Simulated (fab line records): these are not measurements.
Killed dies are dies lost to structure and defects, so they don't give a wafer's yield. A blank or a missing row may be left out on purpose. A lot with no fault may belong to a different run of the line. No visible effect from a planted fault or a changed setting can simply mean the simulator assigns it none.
A lot that was struck, set against a sound lot || flow sky130 || 15 steps out of a route of 708
Sound: wafers L924.1, L924.3, L924.5. Struck: wafers L918.1, L918.5, L918.6. The cause is given at the end.
At each step with rows: each side's tool, then ch and its chambers, then its first start. Under that, the readings that differ: sound wafers || struck wafers || difference of the means || sigmas: that difference in standard deviations of wafers without a fault.
alike: readings whose means differ by less than 2 such deviations, and words and numbers that are the same on both sides. not compared: withheld readings, readings that some wafer has no value for, bounds like >300 that may hide the same value, and numbers for which the record gives no deviation and whose values overlap.
The two part at a step that has a row with sigmas, a row that says differs or no value, or rows on one side only. Numbers that have no deviation but don't overlap get no sigmas and don't part them. A reading missing from all wafers of one side parts the sides only when that side holds two or more wafers.

SKY_CAPM_RS_MEAS_03: measures by four-point-probe.
  struck on film-metro-04, day 39 06:01; sound on film-metro-04, day 41 02:10
{"reading": "CAPM_TIN_RS (ohm/sq)", "sound": "7.11 7.06 7.07", "struck": "6.89 6.94 6.87", "difference": -0.18, "sigmas": -3}
SKY_CAPM_THK_MEAS_04: measures by xrf.
  struck on film-metro-04, day 39 06:08; sound on film-metro-04, day 41 02:17
  alike: CAPM_TIN_THK
then, 7 steps without rows for these wafers: SKY_CAPM_DEHYDRATE_05 (time 60 s); SKY_CAPM_HMDS_06 (prime time 60 s); SKY_CAPM_COAT_07 (resist thk 1140 nm); SKY_CAPM_SOFTBAKE_08 (time 60 s); SKY_CAPM_EXPOSE_09 (exposes mask CAPM, target cd 1000 nm); SKY_CAPM_PEB_10; SKY_CAPM_DEVELOP_11 (develop time 60 s).
SKY_CAPM_OVL_MEAS_12:
  struck on overlay-02, day 40 06:25; sound on overlay-02, day 42 01:11
  alike: CAPM_OVL
SKY_CAPM_METAL_ETCH_13: etches TiN in Cl2/BCl3, stops on SiO2, target depth 220 nm, time 62.9 s.
  sound on rie-metal-03 ch 1, day 42 01:13; struck on rie-metal-03 ch 0,1, day 40 06:28
  alike: drypump-motor-current-A, mfc-cl2-sccm, oes-product-au, throttle-valve-pct
  not compared: rf-hours-counter-h
SKY_CAPM_STRIP_14: strips in O2/N2.
  sound on plasma-asher-02 ch 0,1, day 42 01:17; struck on plasma-asher-04 ch 0,1, day 40 06:32
  alike: drypump-motor-current-A, oes-product-au, strip-time-to-endpoint-s
  not compared: rf-hours-counter-h
SKY_CAPM_STRIP_15: strips in post etch residue remover, time 1200 s.
  sound on wet-bench-03 ch 1, day 42 01:23; struck on wet-bench-01 ch 3, day 40 06:38
{"reading": "run-length-s (s)", "sound": "1224 1224 1224", "struck": "1314 1314 1314", "difference": "+90", "sigmas": "+27"}
then, 1 step without rows for these wafers: SKY_CAPM_CLEAN_16 (cleans in IPA, time 180 s).
SKY_PAD_OPEN_PROBE_99:
  rows exist in the record for the sound wafers here (prober-02, day 49 08:59), none for the struck ones

WHERE THEY PART
At SKY_CAPM_RS_MEAS_03 first; at SKY_PAD_OPEN_PROBE_99 last (within this record only).

WHY: the cause the simulator had injected
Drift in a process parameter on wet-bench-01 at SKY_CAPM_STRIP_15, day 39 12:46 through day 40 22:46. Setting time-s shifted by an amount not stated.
